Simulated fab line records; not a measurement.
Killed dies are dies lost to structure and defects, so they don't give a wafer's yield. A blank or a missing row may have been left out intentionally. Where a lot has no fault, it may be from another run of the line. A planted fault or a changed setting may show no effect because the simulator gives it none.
What tool caused it?    flow sky130    36 wafers from 12 lots sampled at 3 of the route's 708 steps

## WHAT THE GAUGES READ, wafer by wafer
SKY_CAP2M_THK_MEAS_04: measures by xrf.
lot   measured      on             CAP2M_TIN_THK (nm)
L075  day 39 11:51  film metro-03  197.1 197.4 196.9
L077  day 41 16:04  film metro-02  194.5 195.6 195.7
L078  day 42 02:43  film metro-02  199.7 199.8 197.7
L081  day 42 12:52  film metro-03  199.0 196.9 196.0
L084  day 42 20:40  film metro-02  195.0 195.1 196.0
L086  day 43 09:01  film metro-02  197.2 199.9 199.5
L087  day 43 14:26  film metro-02  200.5 200.9 199.3
L089  day 44 01:49  film metro-03  196.1 196.1 195.5
L091  day 44 10:57  film metro-03  197.6 196.5 197.5
L093  day 44 23:00  film metro-02  195.8 197.5 196.5
L095  day 45 16:25  film metro-03  197.8 198.8 197.8
L097  day 45 23:25  film metro-03  194.1 195.7 197.1

## TOOL THAT RAN EACH LOT (tool first, then ch and the chambers of the sampled wafers, then the start)
lot   SKY_METAL3_METAL_ETCH_18           SKY_METAL4_SPUTTER_00
L075  rie metal-03 ch 0,1, day 38 08:08  pvd sputter-01, day 39 11:22
L077  rie metal-04 ch 0,1, day 40 12:28  pvd sputter-04, day 41 15:35
L078  rie metal-03 ch 0,1, day 40 23:06  pvd sputter-02, day 42 02:13
L081  rie metal-01 ch 0,1, day 41 09:47  pvd sputter-02, day 42 12:24
L084  rie metal-03 ch 0,1, day 41 18:20  pvd sputter-04, day 42 20:11
L086  rie metal-03 ch 0,1, day 42 06:50  pvd sputter-01, day 43 08:32
L087  rie metal-01 ch 0,1, day 42 12:41  pvd sputter-01, day 43 13:58
L089  rie metal-01 ch 0,1, day 42 23:53  pvd sputter-01, day 44 01:22
L091  rie metal-01 ch 0,1, day 43 09:05  pvd sputter-02, day 44 10:29
L093  rie metal-04 ch 0,1, day 43 21:28  pvd sputter-01, day 44 22:32
L095  rie metal-01 ch 0, day 44 15:32    pvd sputter-01, day 45 15:57
L097  rie metal-04 ch 0,1, day 44 23:22  pvd sputter-02, day 45 22:57
- SKY_METAL3_METAL_ETCH_18: etches the open film in Cl2/BCl3, stops on SiO2, target depth 845 nm, time 183.1 s.
- SKY_METAL4_SPUTTER_00: material Ti, target thk 15 nm, time 10 s.

## THE ANSWER, worked out from the rows above alone
Rule: what is usual is taken from the lots themselves. The widest of any qualifying gaps counts: lots, ordered by their means at a reading, are off when they make up no more than a third of the lots, leave a main group of 4 or more, and stand apart from it by 3 or more times the standard deviation of that group's means. If all means in a main group match to the digits the tables above print for the reading, that group is not used. A lot without any number at a reading at which 4 lots or more have one is off too. All remaining lots with rows at the step are treated as sound.
Across all readings shown, no lot is off: no conclusion can be drawn from this.

## WHAT THE SIMULATOR PUT IN
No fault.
